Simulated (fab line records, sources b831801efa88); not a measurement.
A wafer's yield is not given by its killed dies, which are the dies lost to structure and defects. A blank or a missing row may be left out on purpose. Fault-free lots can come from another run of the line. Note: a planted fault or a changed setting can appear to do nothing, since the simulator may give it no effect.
Which of the tools did it? || flow sky130 || 72 wafers from 24 lots sampled at 6 of the route's 708 steps

WHAT THE GAUGES READ, wafer by wafer
SKY_VIA1_OVL_MEAS_13.
{"lot": "L074", "measured": "day 34 02:15", "on": "overlay-02", "VIA1_OVL (nm)": "-1 4 -2"}
{"lot": "L075", "measured": "day 34 07:25", "on": "overlay-01", "VIA1_OVL (nm)": "2 6 1"}
{"lot": "L076", "measured": "day 34 18:12", "on": "overlay-01", "VIA1_OVL (nm)": "0 0 3"}
{"lot": "L077", "measured": "day 35 19:21", "on": "overlay-02", "VIA1_OVL (nm)": "0 11 -1"}
{"lot": "L078", "measured": "day 36 02:05", "on": "overlay-02", "VIA1_OVL (nm)": "2 2 5"}
{"lot": "L079", "measured": "day 36 11:46", "on": "overlay-02", "VIA1_OVL (nm)": "3 -1 3"}
{"lot": "L081", "measured": "day 36 18:49", "on": "overlay-02", "VIA1_OVL (nm)": "2 -1 -1"}
{"lot": "L080", "measured": "day 36 20:30", "on": "overlay-01", "VIA1_OVL (nm)": "-6 2 -1"}
{"lot": "L082", "measured": "day 37 13:05", "on": "overlay-02", "VIA1_OVL (nm)": "-6 -3 1"}
{"lot": "L084", "measured": "day 37 15:53", "on": "overlay-01", "VIA1_OVL (nm)": "5 0 9"}
{"lot": "L083", "measured": "day 37 18:32", "on": "overlay-01", "VIA1_OVL (nm)": "-10 -2 -5"}
{"lot": "L085", "measured": "day 37 22:28", "on": "overlay-02", "VIA1_OVL (nm)": "-2 0 4"}
{"lot": "L086", "measured": "day 38 04:16", "on": "overlay-02", "VIA1_OVL (nm)": "-3 -14 0"}
{"lot": "L087", "measured": "day 39 00:08", "on": "overlay-01", "VIA1_OVL (nm)": "1 10 3"}
{"lot": "L088", "measured": "day 39 01:37", "on": "overlay-01", "VIA1_OVL (nm)": "-1 0 -3"}
{"lot": "L089", "measured": "day 39 06:29", "on": "overlay-01", "VIA1_OVL (nm)": "-1 -1 -5"}
{"lot": "L090", "measured": "day 39 11:07", "on": "overlay-01", "VIA1_OVL (nm)": "0 3 13"}
{"lot": "L091", "measured": "day 39 12:43", "on": "overlay-02", "VIA1_OVL (nm)": "-2 -5 1"}
{"lot": "L092", "measured": "day 39 14:57", "on": "overlay-01", "VIA1_OVL (nm)": "-6 -6 -8"}
{"lot": "L093", "measured": "day 40 04:08", "on": "overlay-01", "VIA1_OVL (nm)": "10 7 -5"}
{"lot": "L094", "measured": "day 40 10:28", "on": "overlay-02", "VIA1_OVL (nm)": "-2 2 8"}
{"lot": "L095", "measured": "day 40 22:15", "on": "overlay-02", "VIA1_OVL (nm)": "2 1 -2"}
{"lot": "L096", "measured": "day 40 23:48", "on": "overlay-02", "VIA1_OVL (nm)": "-3 -8 -5"}
{"lot": "L097", "measured": "day 41 00:52", "on": "overlay-01", "VIA1_OVL (nm)": "1 5 4"}

SKY_VIA2_BOW_MEAS_03.
{"lot": "L074", "measured": "day 35 07:22", "on": "filmMetro-03", "VIA2_BOW (um)": "85 83 70"}
{"lot": "L075", "measured": "day 35 12:11", "on": "filmMetro-03", "VIA2_BOW (um)": "87 98 84"}
{"lot": "L076", "measured": "day 35 22:49", "on": "filmMetro-02", "VIA2_BOW (um)": "84 77 80"}
{"lot": "L077", "measured": "day 37 00:40", "on": "filmMetro-01", "VIA2_BOW (um)": "85 82 78"}
{"lot": "L078", "measured": "day 37 07:05", "on": "filmMetro-02", "VIA2_BOW (um)": "92 89 93"}
{"lot": "L079", "measured": "day 37 16:38", "on": "filmMetro-01", "VIA2_BOW (um)": "75 92 87"}
{"lot": "L081", "measured": "day 37 23:58", "on": "filmMetro-03", "VIA2_BOW (um)": "76 88 77"}
{"lot": "L080", "measured": "day 38 01:40", "on": "filmMetro-01", "VIA2_BOW (um)": "89 96 88"}
{"lot": "L082", "measured": "day 38 17:58", "on": "filmMetro-01", "VIA2_BOW (um)": "89 90 93"}
{"lot": "L084", "measured": "day 38 20:56", "on": "filmMetro-03", "VIA2_BOW (um)": "77 83 73"}
{"lot": "L083", "measured": "day 38 23:27", "on": "filmMetro-01", "VIA2_BOW (um)": "88 91 90"}
{"lot": "L085", "measured": "day 39 03:25", "on": "filmMetro-02", "VIA2_BOW (um)": "79 74 82"}
{"lot": "L086", "measured": "day 39 08:14", "on": "filmMetro-03", "VIA2_BOW (um)": "83 91 87"}
{"lot": "L087", "measured": "day 40 03:59", "on": "filmMetro-02", "VIA2_BOW (um)": "89 83 92"}
{"lot": "L088", "measured": "day 40 06:04", "on": "filmMetro-01", "VIA2_BOW (um)": "101 90 87"}
{"lot": "L089", "measured": "day 40 10:21", "on": "filmMetro-03", "VIA2_BOW (um)": "81 71 88"}
{"lot": "L090", "measured": "day 40 14:05", "on": "filmMetro-01", "VIA2_BOW (um)": "92 95 90"}
{"lot": "L091", "measured": "day 40 16:35", "on": "filmMetro-01", "VIA2_BOW (um)": "81 91 89"}
{"lot": "L092", "measured": "day 40 18:28", "on": "filmMetro-03", "VIA2_BOW (um)": "101 86 98"}
{"lot": "L093", "measured": "day 41 07:28", "on": "filmMetro-01", "VIA2_BOW (um)": "77 72 88"}
{"lot": "L094", "measured": "day 41 13:13", "on": "filmMetro-02", "VIA2_BOW (um)": "78 67 91"}
{"lot": "L095", "measured": "day 42 01:00", "on": "filmMetro-01", "VIA2_BOW (um)": "85 95 82"}
{"lot": "L096", "measured": "day 42 01:37", "on": "filmMetro-02", "VIA2_BOW (um)": "80 89 79"}
{"lot": "L097", "measured": "day 42 03:10", "on": "filmMetro-01", "VIA2_BOW (um)": "74 97 86"}

SKY_VIA2_CD_MEAS_12 targets a cd of 200 nm.
{"lot": "L074", "measured": "day 36 09:46", "on": "cdSem-01", "cdNm (nm)": "199.9 200.0 201.0"}
{"lot": "L075", "measured": "day 36 14:42", "on": "cdSem-01", "cdNm (nm)": "201.8 201.6 201.8"}
{"lot": "L076", "measured": "day 37 00:44", "on": "cdSem-01", "cdNm (nm)": "200.6 198.7 198.5"}
{"lot": "L077", "measured": "day 38 02:55", "on": "cdSem-01", "cdNm (nm)": "198.2 197.5 197.0"}
{"lot": "L078", "measured": "day 38 09:25", "on": "cdSem-02", "cdNm (nm)": "200.2 200.7 201.0"}
{"lot": "L079", "measured": "day 38 18:41", "on": "cdSem-01", "cdNm (nm)": "200.1 199.6 197.7"}
{"lot": "L081", "measured": "day 39 01:17", "on": "cdSem-02", "cdNm (nm)": "199.4 200.2 198.7"}
{"lot": "L080", "measured": "day 39 03:33", "on": "cdSem-01", "cdNm (nm)": "199.5 201.1 199.3"}
{"lot": "L082", "measured": "day 39 19:07", "on": "cdSem-01", "cdNm (nm)": "202.2 201.6 201.9"}
{"lot": "L084", "measured": "day 39 21:52", "on": "cdSem-01", "cdNm (nm)": "199.1 201.2 202.6"}
{"lot": "L083", "measured": "day 39 23:40", "on": "cdSem-01", "cdNm (nm)": "202.9 199.9 201.4"}
{"lot": "L085", "measured": "day 40 03:58", "on": "cdSem-02", "cdNm (nm)": "201.1 199.3 200.4"}
{"lot": "L086", "measured": "day 40 09:00", "on": "cdSem-02", "cdNm (nm)": "203.9 203.1 203.4"}
{"lot": "L087", "measured": "day 41 04:22", "on": "cdSem-02", "cdNm (nm)": "200.4 200.3 200.1"}
{"lot": "L088", "measured": "day 41 06:04", "on": "cdSem-02", "cdNm (nm)": "200.4 200.1 198.5"}
{"lot": "L089", "measured": "day 41 10:26", "on": "cdSem-02", "cdNm (nm)": "202.2 202.0 203.5"}
{"lot": "L090", "measured": "day 41 13:21", "on": "cdSem-02", "cdNm (nm)": "199.1 201.4 200.4"}
{"lot": "L091", "measured": "day 41 16:32", "on": "cdSem-01", "cdNm (nm)": "202.3 200.6 201.5"}
{"lot": "L092", "measured": "day 41 18:14", "on": "cdSem-01", "cdNm (nm)": "201.5 200.8 201.6"}
{"lot": "L093", "measured": "day 42 06:19", "on": "cdSem-01", "cdNm (nm)": "200.4 200.5 200.1"}
{"lot": "L094", "measured": "day 42 12:22", "on": "cdSem-01", "cdNm (nm)": "199.8 198.5 200.0"}
{"lot": "L095", "measured": "day 42 23:58", "on": "cdSem-02", "cdNm (nm)": "203.0 200.6 201.7"}
{"lot": "L096", "measured": "day 43 00:40", "on": "cdSem-01", "cdNm (nm)": "198.5 199.4 198.9"}
{"lot": "L097", "measured": "day 43 02:00", "on": "cdSem-02", "cdNm (nm)": "200.3 200.8 201.9"}

SKY_VIA2_RS_MEAS_22: measures by four-point-probe.
{"lot": "L074", "measured": "day 36 10:48", "on": "filmMetro-03", "VIA2_W_RS (ohm/sq)": "0.2706 0.2717 0.2700"}
{"lot": "L075", "measured": "day 36 15:45", "on": "filmMetro-02", "VIA2_W_RS (ohm/sq)": "0.2718 0.2690 0.2742"}
{"lot": "L076", "measured": "day 37 01:48", "on": "filmMetro-03", "VIA2_W_RS (ohm/sq)": "0.2746 0.2740 0.2755"}
{"lot": "L077", "measured": "day 38 03:57", "on": "filmMetro-01", "VIA2_W_RS (ohm/sq)": "0.2718 0.2741 0.2777"}
{"lot": "L078", "measured": "day 38 10:27", "on": "filmMetro-02", "VIA2_W_RS (ohm/sq)": "0.2776 0.2768 0.2702"}
{"lot": "L079", "measured": "day 38 19:43", "on": "filmMetro-03", "VIA2_W_RS (ohm/sq)": "0.2716 0.2699 0.2738"}
{"lot": "L081", "measured": "day 39 02:19", "on": "filmMetro-01", "VIA2_W_RS (ohm/sq)": "0.2772 0.2736 0.2748"}
{"lot": "L080", "measured": "day 39 04:44", "on": "filmMetro-02", "VIA2_W_RS (ohm/sq)": "0.2743 0.2787 0.2775"}
{"lot": "L082", "measured": "day 39 20:10", "on": "filmMetro-03", "VIA2_W_RS (ohm/sq)": "0.2724 0.2763 0.2737"}
{"lot": "L084", "measured": "day 39 22:56", "on": "filmMetro-03", "VIA2_W_RS (ohm/sq)": "0.2748 0.2762 0.2738"}
{"lot": "L083", "measured": "day 40 00:42", "on": "filmMetro-03", "VIA2_W_RS (ohm/sq)": "0.2719 0.2757 0.2732"}
{"lot": "L085", "measured": "day 40 05:01", "on": "filmMetro-01", "VIA2_W_RS (ohm/sq)": "0.2781 0.2751 0.2723"}
{"lot": "L086", "measured": "day 40 10:05", "on": "filmMetro-01", "VIA2_W_RS (ohm/sq)": "0.2691 0.2726 0.2706"}
{"lot": "L087", "measured": "day 41 05:25", "on": "filmMetro-01", "VIA2_W_RS (ohm/sq)": "0.2717 0.2725 0.2733"}
{"lot": "L088", "measured": "day 41 07:07", "on": "filmMetro-02", "VIA2_W_RS (ohm/sq)": "0.2731 0.2709 0.2819"}
{"lot": "L089", "measured": "day 41 11:35", "on": "filmMetro-03", "VIA2_W_RS (ohm/sq)": "0.2745 0.2696 0.2658"}
{"lot": "L090", "measured": "day 41 14:30", "on": "filmMetro-02", "VIA2_W_RS (ohm/sq)": "0.2756 0.2737 0.2752"}
{"lot": "L091", "measured": "day 41 17:37", "on": "filmMetro-01", "VIA2_W_RS (ohm/sq)": "0.2748 0.2786 0.2785"}
{"lot": "L092", "measured": "day 41 19:17", "on": "filmMetro-02", "VIA2_W_RS (ohm/sq)": "0.2787 0.2752 0.2764"}
{"lot": "L093", "measured": "day 42 07:22", "on": "filmMetro-01", "VIA2_W_RS (ohm/sq)": "0.2777 0.2742 0.2700"}
{"lot": "L094", "measured": "day 42 13:25", "on": "filmMetro-02", "VIA2_W_RS (ohm/sq)": "0.2772 0.2726 0.2720"}
{"lot": "L095", "measured": "day 43 01:01", "on": "filmMetro-02", "VIA2_W_RS (ohm/sq)": "0.2730 0.2744 0.2790"}
{"lot": "L096", "measured": "day 43 01:43", "on": "filmMetro-01", "VIA2_W_RS (ohm/sq)": "0.2774 0.2723 0.2762"}
{"lot": "L097", "measured": "day 43 03:04", "on": "filmMetro-02", "VIA2_W_RS (ohm/sq)": "0.2786 0.2759 0.2732"}

WHICH TOOL RAN EACH LOT (tool, then ch and the chambers of the sampled wafers, then the start)
{"lot": "L074", "SKY_VIA1_CMP_24": "cmp-01 ch 0,1,3, day 34 03:23", "SKY_METAL2_DESCUM_17": "rieMetal-01 ch 0,1, day 35 06:05"}
{"lot": "L075", "SKY_VIA1_CMP_24": "cmp-02 ch 0,1,2, day 34 08:29", "SKY_METAL2_DESCUM_17": "rieMetal-02 ch 0,1, day 35 10:53"}
{"lot": "L076", "SKY_VIA1_CMP_24": "cmp-02 ch 1,3, day 34 19:20", "SKY_METAL2_DESCUM_17": "rieMetal-02 ch 0,1, day 35 21:32"}
{"lot": "L077", "SKY_VIA1_CMP_24": "cmp-01 ch 2,3, day 35 20:27", "SKY_METAL2_DESCUM_17": "rieMetal-02 ch 0, day 36 23:23"}
{"lot": "L078", "SKY_VIA1_CMP_24": "cmp-01 ch 1,2,3, day 36 03:14", "SKY_METAL2_DESCUM_17": "rieMetal-02 ch 0, day 37 05:38"}
{"lot": "L079", "SKY_VIA1_CMP_24": "cmp-02 ch 1,2, day 36 12:51", "SKY_METAL2_DESCUM_17": "rieMetal-03 ch 0,1, day 37 15:18"}
{"lot": "L081", "SKY_VIA1_CMP_24": "cmp-01 ch 0,2, day 36 19:54", "SKY_METAL2_DESCUM_17": "rieMetal-01 ch 1, day 37 22:30"}
{"lot": "L080", "SKY_VIA1_CMP_24": "cmp-01 ch 2,3, day 36 21:35", "SKY_METAL2_DESCUM_17": "rieMetal-01 ch 1, day 38 00:10"}
{"lot": "L082", "SKY_VIA1_CMP_24": "cmp-02 ch 0,3, day 37 14:07", "SKY_METAL2_DESCUM_17": "rieMetal-03 ch 0,1, day 38 16:36"}
{"lot": "L084", "SKY_VIA1_CMP_24": "cmp-01 ch 1,2,3, day 37 17:02", "SKY_METAL2_DESCUM_17": "rieMetal-01 ch 0,1, day 38 19:38"}
{"lot": "L083", "SKY_VIA1_CMP_24": "cmp-01 ch 0,1,2, day 37 19:38", "SKY_METAL2_DESCUM_17": "rieMetal-02 ch 0,1, day 38 22:11"}
{"lot": "L085", "SKY_VIA1_CMP_24": "cmp-02 ch 0,1,3, day 37 23:31", "SKY_METAL2_DESCUM_17": "rieMetal-03 ch 0,1, day 39 01:48"}
{"lot": "L086", "SKY_VIA1_CMP_24": "cmp-01 ch 1,2,3, day 38 05:28", "SKY_METAL2_DESCUM_17": "rieMetal-02 ch 0,1, day 39 06:55"}
{"lot": "L087", "SKY_VIA1_CMP_24": "cmp-01 ch 1,2,3, day 39 01:14", "SKY_METAL2_DESCUM_17": "rieMetal-01 ch 0,1, day 40 02:41"}
{"lot": "L088", "SKY_VIA1_CMP_24": "cmp-01 ch 1,2,3, day 39 02:50", "SKY_METAL2_DESCUM_17": "rieMetal-02 ch 0,1, day 40 04:13"}
{"lot": "L089", "SKY_VIA1_CMP_24": "cmp-01 ch 0,2, day 39 07:32", "SKY_METAL2_DESCUM_17": "rieMetal-02 ch 0,1, day 40 09:05"}
{"lot": "L090", "SKY_VIA1_CMP_24": "cmp-01 ch 2,3, day 39 12:10", "SKY_METAL2_DESCUM_17": "rieMetal-02 ch 0,1, day 40 12:47"}
{"lot": "L091", "SKY_VIA1_CMP_24": "cmp-02 ch 0,2, day 39 13:52", "SKY_METAL2_DESCUM_17": "rieMetal-03 ch 0,1, day 40 15:17"}
{"lot": "L092", "SKY_VIA1_CMP_24": "cmp-01 ch 0,1,2, day 39 16:02", "SKY_METAL2_DESCUM_17": "rieMetal-02 ch 0,1, day 40 17:11"}
{"lot": "L093", "SKY_VIA1_CMP_24": "cmp-02 ch 2,3, day 40 05:28", "SKY_METAL2_DESCUM_17": "rieMetal-01 ch 0,1, day 41 06:09"}
{"lot": "L094", "SKY_VIA1_CMP_24": "cmp-01 ch 0,1,2, day 40 11:39", "SKY_METAL2_DESCUM_17": "rieMetal-01 ch 0,1, day 41 11:53"}
{"lot": "L095", "SKY_VIA1_CMP_24": "cmp-02 ch 1,2, day 40 23:18", "SKY_METAL2_DESCUM_17": "rieMetal-02 ch 0, day 41 23:39"}
{"lot": "L096", "SKY_VIA1_CMP_24": "cmp-01 ch 0,3, day 41 00:54", "SKY_METAL2_DESCUM_17": "rieMetal-01 ch 0,1, day 42 00:20"}
{"lot": "L097", "SKY_VIA1_CMP_24": "cmp-02 ch 0,1, day 41 01:58", "SKY_METAL2_DESCUM_17": "rieMetal-01 ch 0,1, day 42 01:50"}
- SKY_VIA1_CMP_24: polishes, stops on SiO2, t overpolish 15 s, target thk 0 nm.
- SKY_METAL2_DESCUM_17: chemistry O2, time 8 s.

AS READ BY THE TOOLS THEMSELVES (means over the sampled wafers that have a number; for cases with no such wafer, the mark the record gives instead)
SKY_VIA1_CMP_24.
{"lot": "L074", "tool": "cmp-01", "motorCurrentA (A)": 10.2, "overpolishRunS (s)": 15.006, "timeToEndpointS (s)": 69}
{"lot": "L075", "tool": "cmp-02", "motorCurrentA (A)": 10.4, "overpolishRunS (s)": 14.995, "timeToEndpointS (s)": 64}
{"lot": "L076", "tool": "cmp-02", "motorCurrentA (A)": 10.2, "overpolishRunS (s)": 15.004, "timeToEndpointS (s)": 66}
{"lot": "L077", "tool": "cmp-01", "motorCurrentA (A)": 9.8, "overpolishRunS (s)": 15.008, "timeToEndpointS (s)": 68}
{"lot": "L078", "tool": "cmp-01", "motorCurrentA (A)": 9.7, "overpolishRunS (s)": 14.991, "timeToEndpointS (s)": 67}
{"lot": "L079", "tool": "cmp-02", "motorCurrentA (A)": 11.1, "overpolishRunS (s)": 14.997, "timeToEndpointS (s)": 65}
{"lot": "L081", "tool": "cmp-01", "motorCurrentA (A)": 11.4, "overpolishRunS (s)": 14.999, "timeToEndpointS (s)": 69}
{"lot": "L080", "tool": "cmp-01", "motorCurrentA (A)": 9.4, "overpolishRunS (s)": 14.996, "timeToEndpointS (s)": 66}
{"lot": "L082", "tool": "cmp-02", "motorCurrentA (A)": 10.3, "overpolishRunS (s)": 14.995, "timeToEndpointS (s)": 64}
{"lot": "L084", "tool": "cmp-01", "motorCurrentA (A)": 9.9, "overpolishRunS (s)": 15.000, "timeToEndpointS (s)": 70}
{"lot": "L083", "tool": "cmp-01", "motorCurrentA (A)": 10.6, "overpolishRunS (s)": 14.996, "timeToEndpointS (s)": 69}
{"lot": "L085", "tool": "cmp-02", "motorCurrentA (A)": 10.4, "overpolishRunS (s)": 14.999, "timeToEndpointS (s)": 64}
{"lot": "L086", "tool": "cmp-01", "motorCurrentA (A)": 9.7, "overpolishRunS (s)": 15.000, "timeToEndpointS (s)": 67}
{"lot": "L087", "tool": "cmp-01", "motorCurrentA (A)": 9.8, "overpolishRunS (s)": 14.995, "timeToEndpointS (s)": 68}
{"lot": "L088", "tool": "cmp-01", "motorCurrentA (A)": 9.9, "overpolishRunS (s)": 14.993, "timeToEndpointS (s)": 73}
{"lot": "L089", "tool": "cmp-01", "motorCurrentA (A)": 10.9, "overpolishRunS (s)": 14.997, "timeToEndpointS (s)": 70}
{"lot": "L090", "tool": "cmp-01", "motorCurrentA (A)": 9.5, "overpolishRunS (s)": 15.004, "timeToEndpointS (s)": 69}
{"lot": "L091", "tool": "cmp-02", "motorCurrentA (A)": 11.0, "overpolishRunS (s)": 14.993, "timeToEndpointS (s)": 63}
{"lot": "L092", "tool": "cmp-01", "motorCurrentA (A)": 11.0, "overpolishRunS (s)": 14.995, "timeToEndpointS (s)": 69}
{"lot": "L093", "tool": "cmp-02", "motorCurrentA (A)": 10.6, "overpolishRunS (s)": 15.002, "timeToEndpointS (s)": 60}
{"lot": "L094", "tool": "cmp-01", "motorCurrentA (A)": 10.8, "overpolishRunS (s)": 15.001, "timeToEndpointS (s)": 66}
{"lot": "L095", "tool": "cmp-02", "motorCurrentA (A)": 10.6, "overpolishRunS (s)": 15.001, "timeToEndpointS (s)": 64}
{"lot": "L096", "tool": "cmp-01", "motorCurrentA (A)": 10.8, "overpolishRunS (s)": 14.999, "timeToEndpointS (s)": 64}
{"lot": "L097", "tool": "cmp-02", "motorCurrentA (A)": 10.8, "overpolishRunS (s)": 14.999, "timeToEndpointS (s)": 64}

SKY_METAL2_DESCUM_17.
{"lot": "L074", "tool": "rieMetal-01", "drypumpMotorCurrentA (A)": 4.8, "heBacksideLeakSccm (sccm)": 3.16, "oesProductAu (a.u.)": 0.998}
{"lot": "L075", "tool": "rieMetal-02", "drypumpMotorCurrentA (A)": 6.2, "heBacksideLeakSccm (sccm)": 3.38, "oesProductAu (a.u.)": 0.995}
{"lot": "L076", "tool": "rieMetal-02", "drypumpMotorCurrentA (A)": 6.2, "heBacksideLeakSccm (sccm)": 3.35, "oesProductAu (a.u.)": 1.007}
{"lot": "L077", "tool": "rieMetal-02", "drypumpMotorCurrentA (A)": 6.8, "heBacksideLeakSccm (sccm)": 3.20, "oesProductAu (a.u.)": 1.001}
{"lot": "L078", "tool": "rieMetal-02", "drypumpMotorCurrentA (A)": 6.7, "heBacksideLeakSccm (sccm)": 3.47, "oesProductAu (a.u.)": 0.998}
{"lot": "L079", "tool": "rieMetal-03", "drypumpMotorCurrentA (A)": 5.8, "heBacksideLeakSccm (sccm)": 3.23, "oesProductAu (a.u.)": 0.999}
{"lot": "L081", "tool": "rieMetal-01", "drypumpMotorCurrentA (A)": 4.7, "heBacksideLeakSccm (sccm)": 2.99, "oesProductAu (a.u.)": 1.012}
{"lot": "L080", "tool": "rieMetal-01", "drypumpMotorCurrentA (A)": 4.7, "heBacksideLeakSccm (sccm)": 3.16, "oesProductAu (a.u.)": 1.005}
{"lot": "L082", "tool": "rieMetal-03", "drypumpMotorCurrentA (A)": 5.5, "heBacksideLeakSccm (sccm)": 3.33, "oesProductAu (a.u.)": 1.000}
{"lot": "L084", "tool": "rieMetal-01", "drypumpMotorCurrentA (A)": 4.9, "heBacksideLeakSccm (sccm)": 3.39, "oesProductAu (a.u.)": 0.998}
{"lot": "L083", "tool": "rieMetal-02", "drypumpMotorCurrentA (A)": 5.7, "heBacksideLeakSccm (sccm)": 3.51, "oesProductAu (a.u.)": 0.998}
{"lot": "L085", "tool": "rieMetal-03", "drypumpMotorCurrentA (A)": 5.8, "heBacksideLeakSccm (sccm)": 3.33, "oesProductAu (a.u.)": 0.998}
{"lot": "L086", "tool": "rieMetal-02", "drypumpMotorCurrentA (A)": 5.7, "heBacksideLeakSccm (sccm)": 3.38, "oesProductAu (a.u.)": 0.998}
{"lot": "L087", "tool": "rieMetal-01", "drypumpMotorCurrentA (A)": 4.8, "heBacksideLeakSccm (sccm)": 3.30, "oesProductAu (a.u.)": 1.003}
{"lot": "L088", "tool": "rieMetal-02", "drypumpMotorCurrentA (A)": 5.7, "heBacksideLeakSccm (sccm)": 3.49, "oesProductAu (a.u.)": 0.991}
{"lot": "L089", "tool": "rieMetal-02", "drypumpMotorCurrentA (A)": 6.2, "heBacksideLeakSccm (sccm)": 3.37, "oesProductAu (a.u.)": 0.989}
{"lot": "L090", "tool": "rieMetal-02", "drypumpMotorCurrentA (A)": 6.2, "heBacksideLeakSccm (sccm)": 3.37, "oesProductAu (a.u.)": 0.994}
{"lot": "L091", "tool": "rieMetal-03", "drypumpMotorCurrentA (A)": 5.8, "heBacksideLeakSccm (sccm)": 3.35, "oesProductAu (a.u.)": 0.994}
{"lot": "L092", "tool": "rieMetal-02", "drypumpMotorCurrentA (A)": 6.2, "heBacksideLeakSccm (sccm)": 3.40, "oesProductAu (a.u.)": 0.995}
{"lot": "L093", "tool": "rieMetal-01", "drypumpMotorCurrentA (A)": 4.8, "heBacksideLeakSccm (sccm)": 3.29, "oesProductAu (a.u.)": 1.005}
{"lot": "L094", "tool": "rieMetal-01", "drypumpMotorCurrentA (A)": 4.8, "heBacksideLeakSccm (sccm)": 3.33, "oesProductAu (a.u.)": 1.000}
{"lot": "L095", "tool": "rieMetal-02", "drypumpMotorCurrentA (A)": 6.7, "heBacksideLeakSccm (sccm)": 3.40, "oesProductAu (a.u.)": 0.995}
{"lot": "L096", "tool": "rieMetal-01", "drypumpMotorCurrentA (A)": 4.9, "heBacksideLeakSccm (sccm)": 3.33, "oesProductAu (a.u.)": 0.998}
{"lot": "L097", "tool": "rieMetal-01", "drypumpMotorCurrentA (A)": 4.8, "heBacksideLeakSccm (sccm)": 3.17, "oesProductAu (a.u.)": 1.007}

THE ANSWER, worked out from the rows above alone
Rule: what is usual is taken from the lots themselves. Put in order of their means at a reading, lots are off if they are a third of the lots or fewer, leave a main group of 4 or more, and stand apart from it by a gap of 3 or more times the standard deviation of the main group's means; of several such gaps the widest counts. Not used: any main group whose means are identical at the precision the tables above print for the reading. A lot without any number at a reading at which 4 lots or more have one is off too. Where the step has rows for the other lots, those lots are counted as sound. Order of review: gauges by route order, followed by the tools' own readings, for which a lot's mean as printed above is used. The first step at which some lot is off is used, and at that step the reading that is off furthest; a lot without a number counts as furthest.
None of the lots is off at any reading shown; this tells nothing.

WHAT THE SIMULATOR HAD PUT IN
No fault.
